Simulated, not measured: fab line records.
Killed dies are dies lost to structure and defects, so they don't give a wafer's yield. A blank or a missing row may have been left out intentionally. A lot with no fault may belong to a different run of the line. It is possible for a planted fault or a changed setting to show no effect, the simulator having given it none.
Which tool did it? ; flow sky130 ; 13 lots, 39 wafers sampled, at 2 steps of a route of 708

WHAT THE GAUGES READ, wafer by wafer
SKY_VIA3_THK_MEAS_01.
lot;measured;on;VIA3_HDPCVD_THK (nm)
L916;day 39 01:32;film-metro-04;1639 1641 1625
L917;day 39 03:04;film-metro-02;1629 1646 1647
L918;day 39 16:11;film-metro-01;1649 1645 1665
L919;day 40 17:13;film-metro-01;1604 1639 1617
L921;day 40 20:33;film-metro-01;1628 1646 1653
L924;day 41 10:17;film-metro-02;1632 1593 1609
L929;day 42 18:32;film-metro-01;1643 1654 1666
L931;day 43 18:20;film-metro-01;1639 1655 1672
L932;day 43 22:45;film-metro-01;1664 1634 1653
L933;day 44 02:36;film-metro-01;1646 1640 1648
L934;day 44 03:38;film-metro-04;1628 1654 1638
L936;day 44 16:54;film-metro-01;1627 1605 1618
L937;day 46 13:40;film-metro-01;1651 1635 1649

EACH LOT AND THE TOOL THAT RAN IT (in order: tool; ch and the chambers of the sampled wafers; start)
lot;SKY_LDD_N_STRIP_16
L916;plasma-asher-04 ch 0,1, day 18 03:05
L917;plasma-asher-04 ch 0,1, day 18 06:42
L918;plasma-asher-04 ch 0,1, day 18 20:23
L919;plasma-asher-04 ch 0,1, day 19 10:35
L921;plasma-asher-04 ch 0,1, day 20 09:28
L924;plasma-asher-02 ch 0,1, day 21 02:45
L929;plasma-asher-03 ch 0,1, day 22 18:45
L931;plasma-asher-04 ch 0,1, day 24 03:46
L932;plasma-asher-02 ch 0,1, day 24 08:48
L933;plasma-asher-02 ch 1, day 24 17:24
L934;plasma-asher-02 ch 0, day 24 18:31
L936;plasma-asher-03 ch 0,1, day 25 10:03
L937;plasma-asher-04 ch 0,1, day 28 00:09
- SKY_LDD_N_STRIP_16: strips in O2/N2.

WHAT THE TOOLS THEMSELVES READ (means of the sampled wafers that have a number; where no wafer has one, the mark that the record gives instead)
SKY_LDD_N_STRIP_16.
lot;tool;drypump-motor-current-A (A);oes-product-au (a.u.);strip-time-to-endpoint-s (s)
L916;plasma-asher-04;5.3;0.416;4.380
L917;plasma-asher-04;5.2;0.409;4.360
L918;plasma-asher-04;5.3;0.410;4.374
L919;plasma-asher-04;5.4;0.404;4.351
L921;plasma-asher-04;5.3;0.408;4.374
L924;plasma-asher-02;6.1;0.408;4.390
L929;plasma-asher-03;5.7;0.410;4.362
L931;plasma-asher-04;5.4;0.413;4.379
L932;plasma-asher-02;6.2;0.407;4.390
L933;plasma-asher-02;6.2;0.409;4.377
L934;plasma-asher-02;6.1;0.408;4.390
L936;plasma-asher-03;6.1;0.410;4.374
L937;plasma-asher-04;5.4;0.415;4.374

THE ANSWER, worked out from the rows above alone
Rule: usual is defined by the lots themselves. The widest of any qualifying gaps counts: lots, ordered by their means at a reading, are off when they make up no more than a third of the lots, leave a main group of 4 or more, and stand apart from it by 3 or more times the standard deviation of that group's means. If all means in a main group match to the digits the tables above print for the reading, that group is not used. A lot without any number at a reading at which 4 lots or more have one is off too. All remaining lots with rows at the step are treated as sound. First the gauges in route order, then the tools' own readings, where a lot's mean is used as printed above. At the first step where some lot is off, the reading lying furthest off is the one used; lots without a number count as furthest.
No lot is off on any of the readings shown, so nothing can be concluded from this.

WHAT THE SIMULATOR HAD PUT IN
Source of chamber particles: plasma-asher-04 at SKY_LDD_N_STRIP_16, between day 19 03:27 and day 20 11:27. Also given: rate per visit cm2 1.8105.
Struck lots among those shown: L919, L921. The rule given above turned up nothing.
